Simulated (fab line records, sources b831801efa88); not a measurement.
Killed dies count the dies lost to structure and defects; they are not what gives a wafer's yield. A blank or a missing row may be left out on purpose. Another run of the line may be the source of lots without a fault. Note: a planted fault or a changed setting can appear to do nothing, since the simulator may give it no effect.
fab line records ; flow sfq_line
[record] lots = 5; wafers = 23
route steps=325 shown I6@278 M7@285 I7@297 M8@313
start_h: hours from the record's first day to the start of the lot's first wafer shown ; wait_h: how many hours have passed since the lot's step before this one ; " as in the row above ; L1.1+2: several wafers, shown together as one row ; - no value, or no start given ; * or withheld: withheld ; < > ~ a bound
route shown NAME@n: NAME is a module with steps in the file, n the number in the route of the first one ; usual: mean/standard deviation taken from wafers without a fault ; same: alike in all rows ; chamber/n: place in a boat ; sites: readings site by site ; _std_site: the standard deviation of these ; _edge_site: mean of outer sites minus mean of inner sites ; radius_mm: how far each site lies from the wafer's centre ; mask NAME#n: copy n ; behind: the tool/chamber that last shaped the wafer ; hold: what put the lot on hold/how long, in hours/how the hold closed ; device: whichever transistor did not switch (one of n, p or np) ; end of line: at the end of the route, the tests of the same wafers ; step lacking rows: just its recipe ; killed: dies that structure and defects cost at the first sort, which is not the same as the wafer's yield ; map: the dies of a wafer, with x for killed, . for not killed, _ for no die there
set.NAME: the setting as run; set.NAME@STEP: as run at that earlier step ; model.NAME: the simulator's own value behind a step, which no gauge read
lots run with intentionally changed settings; tables by step, rows by wafer
[[steps]]
[step SFQ_TRILAYER_I6_VIA_ETCH_VIA_ETCH_172]
[recipe] target = SiO2; stop_on = Nb; mask_material = PR; taper_deg = 20; chemistry = CHF3; target_depth_nm = 260; source_w = 500; bias_w = 80; pressure_mtorr = 30; time_s = withheld
lot.wafer;tool;chamber;start_h;wait_h;set.bias_w;set.resist_thk_nm@TRILAYER_I6_VIA_LITHO_COAT_169;model.KrF_of_TRILAYER_I6_VIA_LITHO_COAT_169.thk_nm
L077.1;rie_diel-01;0;1678.16;0.0;80;650;527.1
L077.2;rie_diel-01;3;1678.16;0.0;80;661.8;539.5
L077.3;rie_diel-01;1;1678.16;0.0;80;661.8;538.2
L077.4;rie_diel-01;1;1678.16;0.0;80;661.8;540
L077.5;rie_diel-01;0;1678.16;0.0;80;650;525.4
L078.1;rie_diel-01;1;1685.36;0.0;89.22;668.7;543.9
L078.2;rie_diel-01;0;1685.36;0.0;89.22;650;525.9
L078.3;rie_diel-01;3;1685.36;0.0;80;650;523.8
L078.4;rie_diel-01;1;1685.36;0.0;89.22;650;527
L078.6;rie_diel-01;0;1685.36;0.0;80;668.7;546
L079.1;rie_diel-04;1;1696.16;0.0;87.41;670.5;547
L079.2;rie_diel-04;3;1696.16;0.0;87.41;650;526.4
L079.3;rie_diel-04;0;1696.16;0.0;80;650;529.3
L079.4;rie_diel-04;2;1696.16;0.0;80;670.5;548.3
L079.6;rie_diel-04;3;1696.16;0.0;87.41;650;527.5
L081.1;rie_diel-04;3;1727.91;0.0;80;627.4;504.9
L081.2;rie_diel-04;1;1727.91;0.0;80;627.4;507.5
L081.4;rie_diel-04;0;1727.91;0.0;80;650;526.7
L081.5;rie_diel-04;3;1727.91;0.0;80;627.4;502.9
L081.6;rie_diel-04;2;1727.91;0.0;80;650;528.1
L085.3;rie_diel-03;1;1753.11;0.0;80;650;533.1
L085.4;rie_diel-03;0;1753.11;0.0;80;650;531.1
L085.6;rie_diel-03;3;1753.11;0.0;80;650;532.1
[step SFQ_TRILAYER_M7_LITHO_COAT_182]
[recipe] resist = BARC; spin_rpm = 3000; resist_thk_nm = 62
lot.wafer;tool;chamber;start_h;wait_h;set.resist_thk_nm;model.BARC_of_TRILAYER_M7_LITHO_COAT_182.thk_nm
L077.1;litho_track-01;0;1679.37;0.1;65.51;65.12
L077.2;litho_track-01;0;1679.37;0.1;62;61.76
L077.3;litho_track-01;0;1679.37;0.1;65.51;65.33
L077.4;litho_track-01;0;1679.37;0.1;62;61.9
L077.5;litho_track-01;0;1679.37;0.1;65.51;65.7
L078.1;litho_track-04;0;1686.55;0.1;62;61.71
L078.2;litho_track-04;0;1686.55;0.1;58.44;58.44
L078.3;litho_track-04;0;1686.55;0.1;62;61.89
L078.4;litho_track-04;0;1686.55;0.1;58.44;58.4
L078.6;litho_track-04;0;1686.55;0.1;62;61.84
L079.1;litho_track-02;0;1697.35;0.1;60.25;60.25
L079.2;litho_track-02;0;1697.35;0.1;60.25;60.24
L079.3;litho_track-02;0;1697.35;0.1;62;61.95
L079.4;litho_track-02;0;1697.35;0.1;62;61.86
L079.6;litho_track-02;0;1697.35;0.1;62;61.97
L081.1;litho_track-01;0;1729.17;0.1;62;61.89
L081.2;litho_track-01;0;1729.17;0.1;64.23;63.95
L081.4;litho_track-01;0;1729.17;0.1;64.23;64.16
L081.5;litho_track-01;0;1729.17;0.1;64.23;64.09
L081.6;litho_track-01;0;1729.17;0.1;62;61.86
L085.3;litho_track-04;0;1754.42;0.1;62;62.14
L085.4+6;litho_track-04;0;1754.42;0.1;62;62.16
[step SFQ_TRILAYER_M7_BARC_OPEN_METAL_ETCH_229]
[recipe] mask_material = PR; chemistry = O2; target_depth_nm = 125; target = BARC; icp_w = 600; bias_w = 80; pressure_mtorr = 10; time_s = 41.7
[usual] oes_product_au = 0.685/0.0044
lot.wafer;tool;chamber;start_h;wait_h;set.icp_w;set.resist_thk_nm@TRILAYER_M7_LITHO_COAT_182;oes_product_au;model.KrF_of_TRILAYER_M7_LITHO_COAT_177.thk_nm
L077.1;rie_metal-03;1;1763.87;0.0;650.2;65.51;0.699;518.2
L077.2;rie_metal-03;0;1763.87;0.0;600;62;0.685;520
L077.3;rie_metal-03;0;1763.87;0.0;600;65.51;0.703;520.8
L077.4;rie_metal-03;1;1763.87;0.0;650.2;62;0.688;515.7
L077.5;rie_metal-03;0;1763.87;0.0;600;65.51;0.704;517
L078.1;rie_metal-02;0;1769.87;0.0;600;62;0.688;520.9
L078.2;rie_metal-02;1;1769.87;0.0;528.2;58.44;0.670;528
L078.3;rie_metal-02;1;1769.87;0.0;528.2;62;0.682;529
L078.4;rie_metal-02;0;1769.87;0.0;600;58.44;0.667;522
L078.6;rie_metal-02;0;1769.87;0.0;528.2;62;0.683;526.1
L079.1;rie_metal-03;1;1779.47;0.0;600;60.25;0.682;523
L079.2;rie_metal-03;0;1779.47;0.0;600;60.25;0.679;523.2
L079.3;rie_metal-03;0;1779.47;0.0;600;62;0.684;524
L079.4;rie_metal-03;1;1779.47;0.0;600;62;0.680;526
L079.6;rie_metal-03;1;1779.47;0.0;600;62;0.688;525
L081.1;rie_metal-01;1;1811.97;0.0;665.6;62;0.682;517.8
L081.2;rie_metal-01;0;1811.97;0.0;600;64.23;0.690;523.5
L081.4;rie_metal-01;0;1811.97;0.0;665.6;64.23;0.696;517.3
L081.5;rie_metal-01;0;1811.97;0.0;600;64.23;0.695;524.4
L081.6;rie_metal-01;1;1811.97;0.0;600;62;0.691;525.5
L085.3;rie_metal-03;0;1847.23;0.1;600;62;0.683;522.4
L085.4;rie_metal-03;0;1847.23;0.1;600;62;0.685;522.4
L085.6;rie_metal-03;0;1847.23;0.1;600;62;0.690;522
[step SFQ_TRILAYER_I7_CMP_CMP_184]
[recipe] material = SiO2; down_force_psi = 3; platen_rpm = 60; pad_velocity_m_s = 0.94248
lot.wafer;tool;chamber;start_h;wait_h;set.leave_above_ref_nm;model.SiO2_of_TRILAYER_I7_DEP_PECVD_183.thk_nm
L077.1;cmp-01;0;1764.95;0.1;200;199.6
L077.3;cmp-01;1;1764.95;0.1;200;199.4
L077.2;cmp-01;2;1764.95;0.1;186.8;187.6
L077.4;cmp-01;3;1764.95;0.1;186.8;186
L077.5;cmp-01;1;1767.45;2.5;186.8;186.8
L078.3;cmp-02;0;1770.91;0.0;195.5;195.3
L078.1;cmp-02;1;1770.91;0.0;200;199.4
L078.2;cmp-02;2;1770.91;0.0;200;197.9
L078.4;cmp-02;3;1770.91;0.0;195.5;196
L078.6;cmp-02;0;1770.91;0.0;200;198.8
L079.2;cmp-01;3;1780.51;0.0;200;199.3
L079.3;cmp-01;0;1780.51;0.0;200;197.2
L079.4;cmp-01;1;1780.51;0.0;200;199.9
L079.1;cmp-01;2;1780.51;0.0;200;199.1
L079.6;cmp-01;0;1783.01;2.5;200;197.8
L081.2;cmp-02;3;1813.50;0.5;192.2;190.6
L081.4;cmp-02;1;1814.50;1.5;200;198.3
L081.1;cmp-02;2;1814.50;1.5;200;198.4
L081.6;cmp-02;3;1814.50;1.5;200;200.6
L081.5;cmp-02;0;1814.50;1.5;192.2;191.8
L085.4;cmp-01;0;1849.91;0.9;200;199.4
L085.3;cmp-01;1;1849.91;0.9;200;199.6
L085.6;cmp-01;1;1852.41;3.4;200;200.7
[step SFQ_TRILAYER_I7_METRO_MEASURE_185]
[usual] thk_nm = 199.3/0.87
lot.wafer;tool;chamber;start_h;wait_h;set.leave_above_ref_nm@TRILAYER_I7_CMP_CMP_184;thk_nm
L077.1;film_metro-04;-;1768.07;0.1;200;199.6
L077.2;film_metro-04;-;1768.07;0.1;186.8;187.5
L077.3;film_metro-04;-;1768.07;0.1;200;199.2
L077.4;film_metro-04;-;1768.07;0.1;186.8;185.9
L077.5;film_metro-04;-;1768.07;0.1;186.8;186.7
L078.1;film_metro-01;-;1774.03;0.1;200;199.6
L078.2;film_metro-01;-;1774.03;0.1;200;198.0
L078.3;film_metro-01;-;1774.03;0.1;195.5;195.2
L078.4;film_metro-01;-;1774.03;0.1;195.5;196.1
L078.6;film_metro-01;-;1774.03;0.1;200;198.7
L079.1;film_metro-01;-;1783.63;0.1;200;199.1
L079.2;film_metro-01;-;1783.63;0.1;200;199.3
L079.3;film_metro-01;-;1783.63;0.1;200;197.3
L079.4;film_metro-01;-;1783.63;0.1;200;199.9
L079.6;film_metro-01;-;1783.63;0.1;200;197.8
L081.1;film_metro-03;-;1816.62;0.1;200;198.4
L081.2;film_metro-03;-;1816.62;0.1;192.2;190.7
L081.4;film_metro-03;-;1816.62;0.1;200;198.3
L081.5;film_metro-03;-;1816.62;0.1;192.2;191.7
L081.6;film_metro-03;-;1816.62;0.1;200;200.7
L085.3;film_metro-03;-;1853.43;0.5;200;199.7
L085.4;film_metro-03;-;1853.43;0.5;200;199.6
L085.6;film_metro-03;-;1853.43;0.5;200;200.8
[step SFQ_TRILAYER_I7_VIA_LITHO_PEB_190]
[recipe] peb_temp_c = 115; peb_time_s = 60; resist = KrF
lot.wafer;tool;chamber;start_h;wait_h;set.peb_time_s
L077.1+2+5;litho_track-04;0;1857.66;1.0;60
L077.3+4;litho_track-04;0;1857.66;1.0;56.3
L078.1+6;litho_track-02;0;1863.04;1.0;60
L078.2+3+4;litho_track-02;0;1863.04;1.0;57.28
L079.1+4+6;litho_track-03;0;1871.44;1.0;60
L079.2+3;litho_track-03;0;1871.44;1.0;51.41
L081.1+2+4;litho_track-04;0;1912.07;1.0;60
L081.5+6;litho_track-04;0;1912.07;1.0;55.46
L085.3+4+6;litho_track-03;0;1953.13;0.7;60
[step SFQ_TRILAYER_I7_VIA_LITHO_DEVELOP_189]
[recipe] time_s = 60; resist = KrF
[step SFQ_TRILAYER_I7_VIA_BARC_OPEN_VIA_ETCH_260]
[recipe] mask_material = PR; chemistry = O2; target_depth_nm = 125; target = BARC; source_w = 515.2; bias_w = 80; pressure_mtorr = 30; time_s = 41.7
lot.wafer;tool;chamber;start_h;wait_h;set.peb_time_s@TRILAYER_I7_VIA_LITHO_PEB_190;model.I7.cd_nm
L077.1;rie_diel-03;3;1857.99;0.0;60;999.8
L077.2;rie_diel-03;2;1857.99;0.0;60;999.9
L077.3;rie_diel-03;1;1857.99;0.0;56.3;990.9
L077.4;rie_diel-03;0;1857.99;0.0;56.3;990.3
L077.5;rie_diel-03;1;1857.99;0.0;60;1000
L078.1+6;rie_diel-01;3,0;1863.37;0.0;60;1001
L078.2;rie_diel-01;1;1863.37;0.0;57.28;993.8
L078.3;rie_diel-01;0;1863.37;0.0;57.28;993.4
L078.4;rie_diel-01;2;1863.37;0.0;57.28;992.5
L079.1;rie_diel-01;0;1871.77;0.0;60;1000
L079.2;rie_diel-01;2;1871.77;0.0;51.41;977.7
L079.3;rie_diel-01;1;1871.77;0.0;51.41;977.5
L079.4;rie_diel-01;3;1871.77;0.0;60;1003
L079.6;rie_diel-01;2;1871.77;0.0;60;1001
L081.1;rie_diel-02;0;1912.41;0.0;60;999.7
L081.2;rie_diel-02;2;1912.41;0.0;60;999.2
L081.4;rie_diel-02;3;1912.41;0.0;60;999.1
L081.5;rie_diel-02;1;1912.41;0.0;55.46;988.7
L081.6;rie_diel-02;2;1912.41;0.0;55.46;988.8
L085.3;rie_diel-02;3;1953.41;0.0;60;999.7
L085.4;rie_diel-02;0;1953.41;0.0;60;999
L085.6;rie_diel-02;2;1953.41;0.0;60;999.8
[step SFQ_TRILAYER_I7_VIA_ETCH_VIA_ETCH_190]
[recipe] target = SiO2; stop_on = Nb; mask_material = PR; taper_deg = 20; chemistry = CHF3; target_depth_nm = 260; source_w = 500; bias_w = 80; pressure_mtorr = 30; time_s = withheld
lot.wafer;tool;chamber;start_h;wait_h;set.leave_above_ref_nm@TRILAYER_I7_CMP_CMP_184;model.I7.feature_depth_nm
L077.1;rie_diel-03;3;1858.03;0.0;200;199.6
L077.2;rie_diel-03;2;1858.03;0.0;186.8;187.5
L077.3;rie_diel-03;1;1858.03;0.0;200;199.4
L077.4;rie_diel-03;0;1858.03;0.0;186.8;185.9
L077.5;rie_diel-03;1;1858.03;0.0;186.8;186.8
L078.1;rie_diel-01;3;1863.41;0.0;200;199.4
L078.2;rie_diel-01;1;1863.41;0.0;200;197.9
L078.3;rie_diel-01;0;1863.41;0.0;195.5;195.3
L078.4;rie_diel-01;2;1863.41;0.0;195.5;196
L078.6;rie_diel-01;0;1863.41;0.0;200;198.7
L079.1;rie_diel-01;0;1871.81;0.0;200;199
L079.2;rie_diel-01;2;1871.81;0.0;200;199.3
L079.3;rie_diel-01;1;1871.81;0.0;200;197.2
L079.4;rie_diel-01;3;1871.81;0.0;200;199.9
L079.6;rie_diel-01;2;1871.81;0.0;200;197.8
L081.1;rie_diel-02;0;1912.45;0.0;200;198.4
L081.2;rie_diel-02;2;1912.45;0.0;192.2;190.6
L081.4;rie_diel-02;3;1912.45;0.0;200;198.2
L081.5;rie_diel-02;1;1912.45;0.0;192.2;191.8
L081.6;rie_diel-02;2;1912.45;0.0;200;200.6
L085.3;rie_diel-02;3;1953.45;0.0;200;199.6
L085.4;rie_diel-02;0;1953.45;0.0;200;199.4
L085.6;rie_diel-02;2;1953.45;0.0;200;200.6
[step SFQ_TRILAYER_M8_LITHO_COAT_193]
[recipe] resist = KrF; spin_rpm = 3000; resist_thk_nm = 600
lot.wafer;tool;chamber;start_h;wait_h;set.spin_rpm;model.KrF_of_TRILAYER_M8_LITHO_COAT_193.thk_nm
L077.1;litho_track-04;0;-;-;3000;599
L077.2;litho_track-04;0;-;-;2824;616.4
L077.3;litho_track-04;0;-;-;3000;597.5
L077.4;litho_track-04;0;-;-;3000;597.7
L077.5;litho_track-04;0;-;-;2824;616
L078.1;litho_track-01;0;-;-;3000;597.7
L078.2;litho_track-01;0;-;-;3136;587.3
L078.3;litho_track-01;0;-;-;3000;599.9
L078.4;litho_track-01;0;-;-;3136;587
L078.6;litho_track-01;0;-;-;3136;587.5
L079.1;litho_track-01;0;-;-;3000;600.6
L079.2;litho_track-01;0;-;-;3000;602.8
L079.3;litho_track-01;0;-;-;3000;601.8
L079.4;litho_track-01;0;-;-;3000;603.4
L079.6;litho_track-01;0;-;-;3000;602.3
L081.1+5;litho_track-04;0;-;-;3000;598.5
L081.2;litho_track-04;0;-;-;3000;599.4
L081.4;litho_track-04;0;-;-;3000;600.3
L081.6;litho_track-04;0;-;-;3000;600.7
L085.3;litho_track-03;0;-;-;3000;601.2
L085.4;litho_track-03;0;-;-;3000;601.8
L085.6;litho_track-03;0;-;-;3000;603.2
[step SFQ_TRILAYER_M8_DEP_EVAP_198]
[recipe] material = Pt; angular_spread_deg = 1; target_thk_nm = 50; time_s = 250; power_w = 2000
lot.wafer;tool;chamber;start_h;wait_h;set.time_s;model.Pt_of_TRILAYER_M8_DEP_EVAP_198.thk_nm
L077.1;pvd_sputter-01;-;1959.48;0.0;250;50.05
L077.2;pvd_sputter-01;-;1959.48;0.0;250;50.03
L077.3;pvd_sputter-01;-;1959.48;0.0;250;50.13
L077.4;pvd_sputter-01;-;1959.48;0.0;250;50.06
L077.5;pvd_sputter-01;-;1959.48;0.0;250;50.11
L078.1;pvd_sputter-02;-;1964.28;0.0;234.5;46.63
L078.2;pvd_sputter-02;-;1964.28;0.0;250;49.68
L078.3;pvd_sputter-02;-;1964.28;0.0;250;49.44
L078.4;pvd_sputter-02;-;1964.28;0.0;234.5;47.19
L078.6;pvd_sputter-02;-;1964.28;0.0;234.5;46.77
L079.1;pvd_sputter-01;-;1971.48;0.0;250;49.27
L079.2;pvd_sputter-01;-;1971.48;0.0;250;49.34
L079.3;pvd_sputter-01;-;1971.48;0.0;250;49.25
L079.4;pvd_sputter-01;-;1971.48;0.0;250;48.98
L079.6;pvd_sputter-01;-;1971.48;0.0;250;49.4
L081.1;pvd_sputter-01;-;2011.20;0.0;250;49.72
L081.2;pvd_sputter-01;-;2011.20;0.0;282.1;55.6
L081.4;pvd_sputter-01;-;2011.20;0.0;282.1;55.61
L081.5;pvd_sputter-01;-;2011.20;0.0;250;49.09
L081.6;pvd_sputter-01;-;2011.20;0.0;282.1;55.66
L085.3+4;pvd_sputter-01;-;2049.85;0.0;250;49.92
L085.6;pvd_sputter-01;-;2049.85;0.0;250;49.91
[[key]]
[split] step = SFQ_TRILAYER_I6_VIA_ETCH_VIA_ETCH_172; setting = bias_w; stated = 80; by = wafer
response none clear
[split] step = SFQ_TRILAYER_M7_LITHO_COAT_182; setting = resist_thk_nm; stated = 62; by = wafer
[response] step = SFQ_TRILAYER_M7_LITHO_COAT_182; reading = model.BARC_of_TRILAYER_M7_LITHO_COAT_182.thk_nm; change = +0.608; per = 1%; r = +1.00
[response] step = SFQ_TRILAYER_M7_BARC_OPEN_METAL_ETCH_229; reading = oes_product_au; change = +0.00252; per = 1%; r = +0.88
[split] step = SFQ_TRILAYER_M7_BARC_OPEN_METAL_ETCH_229; setting = icp_w; stated = 600; by = wafer
[response] step = SFQ_TRILAYER_M7_BARC_OPEN_METAL_ETCH_229; reading = model.KrF_of_TRILAYER_M7_LITHO_COAT_177.thk_nm; change = -0.511; per = 1%; r = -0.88
[split] step = SFQ_TRILAYER_I7_CMP_CMP_184; setting = leave_above_ref_nm; stated = 200; by = wafer
[response] step = SFQ_TRILAYER_I7_CMP_CMP_184; reading = model.SiO2_of_TRILAYER_I7_DEP_PECVD_183.thk_nm; change = +1.91; per = 1%; r = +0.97
[response] step = SFQ_TRILAYER_I7_METRO_MEASURE_185; reading = thk_nm; change = +1.9; per = 1%; r = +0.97
[response] step = SFQ_TRILAYER_I7_VIA_ETCH_VIA_ETCH_190; reading = model.I7.feature_depth_nm; change = +1.91; per = 1%; r = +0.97
[split] step = SFQ_TRILAYER_I7_VIA_LITHO_PEB_190; setting = peb_time_s; stated = 60; by = wafer
[response] step = SFQ_TRILAYER_I7_VIA_BARC_OPEN_VIA_ETCH_260; reading = model.I7.cd_nm; change = +1.58; per = 1%; r = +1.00
[split] step = SFQ_TRILAYER_M8_LITHO_COAT_193; setting = spin_rpm; stated = 3000; by = wafer
[response] step = SFQ_TRILAYER_M8_LITHO_COAT_193; reading = model.KrF_of_TRILAYER_M8_LITHO_COAT_193.thk_nm; change = -2.88; per = 1%; r = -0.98
[split] step = SFQ_TRILAYER_M8_DEP_EVAP_198; setting = time_s; stated = 250; by = wafer
[response] step = SFQ_TRILAYER_M8_DEP_EVAP_198; reading = model.Pt_of_TRILAYER_M8_DEP_EVAP_198.thk_nm; change = +0.475; per = 1%; r = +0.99
split outside_this_file step=SFQ_TRILAYER_I6_VIA_LITHO_COAT_169 setting=resist_thk_nm
// split outside_this_file: this setting was split too, and the file shows its column; the key of that split is in another file
